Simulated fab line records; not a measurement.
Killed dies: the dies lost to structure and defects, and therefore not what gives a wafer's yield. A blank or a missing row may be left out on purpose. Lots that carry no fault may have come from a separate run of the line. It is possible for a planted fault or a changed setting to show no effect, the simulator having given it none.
A lot that was struck, set against a sound lot    flow sky130    15 out of 708 route steps
Sound: these wafers, L192.2, L192.3, L192.6. The struck wafers were L191.2, L191.4, L191.6. The cause comes at the end.
At each step with rows: each side's tool, then ch and its chambers, then its first start. Under that, the readings that differ: sound wafers    struck wafers    difference of the means    sigmas: that difference in standard deviations of wafers without a fault.
alike: a reading whose means differ by less than 2 such deviations, as well as words and numbers matching on both sides. not compared: withheld readings; readings where some wafer has no value; bounds like >300 that might hide an equal value; numbers whose values overlap and for which the record gives no deviation.
The two part at a step that has a row with sigmas, a row that says differs or no value, or rows on one side only. Numbers that have no deviation but don't overlap get no sigmas and don't part them. Lack of a reading on every wafer of one side parts them only where that side has two or more wafers.

first, 4 steps without rows for these wafers: SKY_VIA2_SOFTBAKE_08 (time 90 s); SKY_VIA2_EXPOSE_09 (exposes mask VIM2, target cd 200 nm); SKY_VIA2_PEB_10; SKY_VIA2_DEVELOP_11 (develop time 60 s).
SKY_VIA2_CD_MEAS_12 targets a cd of 200 nm.
  sound: cd_sem-02 at day 38 15:34; struck: cd_sem-02 at day 38 19:16
  alike: cd_nm
SKY_VIA2_OVL_MEAS_13:
  sound: overlay-01 at day 38 15:40; struck: overlay-02 at day 38 19:22
  alike: VIA2_OVL
SKY_VIA2_ETCH_14: etches BARC in N2/H2, stops on SiO2, time 45.9 s, target depth 60 nm.
  sound on rie_diel-01 ch 0,1, day 38 15:42; struck on rie_diel-02 ch 0,2,3, day 38 19:24
  alike: drypump_motor_current_A, oes_product_au, throttle_valve_pct
  not compared: rf_hours_counter_h
SKY_VIA2_ETCH_15: etches SiO2 in C4F8/O2/Ar, stops on TiN, target depth 546 nm, time 84 s.
  sound on rie_diel-01 ch 0,1, day 38 15:44; struck on rie_diel-02 ch 0,2,3, day 38 19:26
  alike: oes_product_au
  not compared: rf_hours_counter_h
SKY_VIA2_STRIP_16: strips in O2/N2.
  sound on plasma_asher-04 ch 0,1, day 38 15:48; struck on plasma_asher-02 ch 0,1, day 38 19:30
  alike: drypump_motor_current_A, oes_product_au, strip_time_to_endpoint_s
  not compared: rf_hours_counter_h
then, 3 steps without rows for these wafers: SKY_VIA2_STRIP_17 (strips in post etch residue remover, time 1200 s); SKY_VIA2_CLEAN_18 (cleans in IPA, time 180 s); SKY_VIA2_CLEAN_19 (cleans in O3/DIW).
SKY_VIA2_SPUTTER_20: material TiN, target thk 20 nm, time 80 s.
  sound: pvd_sputter-04 at day 38 16:28; struck: pvd_sputter-04 at day 38 20:08
  no value came back on the struck wafers for cathode_dc_power_W (W), chamber_pressure_pa (Pa), throttle_valve_pct (%); on the sound wafers cathode_dc_power_W (W) reads 3999.6 4000.0 4001.2
SKY_VIA2_CVD_21: deposits W, target thk 420 nm, time 126.4 s.
  sound on cvd_w-01 ch 0,1, day 38 16:31; struck on cvd_w-01 ch 0,1, day 38 20:11
  alike: heater_power_w
-- the record jumps here: 9 days lie between the struck wafers' starts before and after (it left off in module VIA2 and takes up again in module PAD_OPEN, whose first step shown is number 708 of the route) --
SKY_PAD_OPEN_PROBE_99:
  the record has rows for the struck wafers here (prober-02, day 47 17:32) and none for the sound ones

WHERE THEY PART
First at SKY_VIA2_SPUTTER_20; last, within this record, at SKY_PAD_OPEN_PROBE_99.

WHY: the cause the simulator had injected
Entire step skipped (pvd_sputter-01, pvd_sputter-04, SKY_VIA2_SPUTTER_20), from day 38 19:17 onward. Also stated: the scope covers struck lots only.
